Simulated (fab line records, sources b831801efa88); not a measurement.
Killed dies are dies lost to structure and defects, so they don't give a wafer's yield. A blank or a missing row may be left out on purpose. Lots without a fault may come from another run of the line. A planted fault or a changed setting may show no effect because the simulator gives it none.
A struck lot beside a sound one | flow sky130 | 19 steps out of a route of 708
Sound: wafers L386.2, L386.3, L386.5. Struck: wafers L395.3, L395.4, L395.5. The cause comes at the end.
At each step with rows: each side's tool, then ch and its chambers, then its first start. Under that, the readings that differ: sound wafers | struck wafers | difference of the means | sigmas: that difference in standard deviations of wafers without a fault.
alike: readings whose means differ by less than 2 such deviations, and words and numbers that are the same on both sides. not compared: withheld readings, readings that some wafer has no value for, bounds like >300 that may hide the same value, and numbers for which the record gives no deviation and whose values overlap.
The two part at a step that has a row with sigmas, a row that says differs or no value, or rows on one side only. Numbers that don't overlap but have no deviation are shown without sigmas and don't part them. A reading that every wafer of one side lacks parts them only if that side has two wafers or more.

first, 1 step without rows for these wafers: SKY_RES_XHIGH_IMPLANT_07.
SKY_RES_XHIGH_STRIP_08: strips in O2/N2.
  sound on plasma_asher-01 ch 0,1, day 29 17:31; struck on plasma_asher-03 ch 0,1, day 32 13:55
  alike: drypump_motor_current_A, oes_product_au, strip_time_to_endpoint_s
  not compared: rf_hours_counter_h
SKY_RES_XHIGH_TW_MEAS_09:
  sound on film_metro-01, day 29 17:38; struck on film_metro-02, day 32 14:00
  alike: RES_XHIGH_TW
then, 7 steps without rows for these wafers: SKY_SD_N_DEHYDRATE_00 (time 60 s); SKY_SD_N_HMDS_01 (prime time 60 s); SKY_SD_N_COAT_02 (resist thk 1140 nm); SKY_SD_N_SOFTBAKE_03 (time 60 s); SKY_SD_N_EXPOSE_04 (exposes mask NSDM, target cd 380 nm); SKY_SD_N_PEB_05; SKY_SD_N_DEVELOP_06 (develop time 60 s).
SKY_SD_N_CD_MEAS_07: target cd 380 nm.
  sound on cd_sem-01, day 30 21:07; struck on cd_sem-02, day 33 17:47
  alike: cd_nm
SKY_SD_N_OVL_MEAS_08:
  sound on overlay-01, day 30 21:13; struck on overlay-02, day 33 17:53
  reading       | sound          | struck      | difference | sigmas
  SD_N_OVL (nm) | -2.3 -1.3 -1.7 | 1.6 2.1 1.1 | +3.4       | +3
SKY_SD_N_IMPLANT_09:
  sound on implanter-03 ch 0, day 30 21:16; struck on implanter-02 ch 0, day 33 17:57
  reading       | sound                         | struck                       | difference | sigmas
  dose_ions_cm2 | 4.005e+15 3.997e+15 3.998e+15 | 2.315e+15 2.317e+15 2.31e+15 | -1.686e+15 | -99 or more
then, 1 step without rows for these wafers: SKY_SD_N_IMPLANT_10.
SKY_SD_N_STRIP_11: strips in O2/N2.
  sound on plasma_asher-02 ch 0,1, day 30 21:33; struck on plasma_asher-04 ch 0,1, day 33 18:14
  reading                      | sound             | struck            | difference | sigmas
  oes_product_au (a.u.)        | 0.535 0.523 0.533 | 0.557 0.559 0.550 | +0.025     | +5
  strip_time_to_endpoint_s (s) | 22.53 22.56 22.59 | 20.65 20.62 20.65 | -1.92      | -49
  alike: drypump_motor_current_A
  not compared: rf_hours_counter_h
SKY_SD_N_TW_MEAS_12:
  sound on film_metro-03, day 30 21:40; struck on film_metro-03, day 33 18:19
  alike: SD_N_TW
  not compared: hold
SKY_SD_N_RTA_14: time 2 s.
  sound on rtp_anneal-02 ch 0, day 30 21:46; struck on rtp_anneal-01 ch 0, day 33 18:26
  alike: lamp_power_pct, wafer_temp_C_max
SKY_SD_N_RS_MEAS_16: measures by four-point-probe.
  sound on film_metro-01, day 30 21:57; struck on film_metro-02, day 33 18:59
  reading          | sound             | struck            | difference | sigmas
  SD_N_RS (ohm/sq) | 68.69 68.56 68.75 | 75.11 75.08 75.12 | +6.44      | +59
  not compared: hold
SKY_PAD_OPEN_PROBE_99:
  the record has rows for the sound wafers here (prober-01, day 48 00:19) and none for the struck ones

WHERE THEY PART
First at SKY_SD_N_OVL_MEAS_08; last, within this record, at SKY_PAD_OPEN_PROBE_99.

WHY: what the simulator had put in
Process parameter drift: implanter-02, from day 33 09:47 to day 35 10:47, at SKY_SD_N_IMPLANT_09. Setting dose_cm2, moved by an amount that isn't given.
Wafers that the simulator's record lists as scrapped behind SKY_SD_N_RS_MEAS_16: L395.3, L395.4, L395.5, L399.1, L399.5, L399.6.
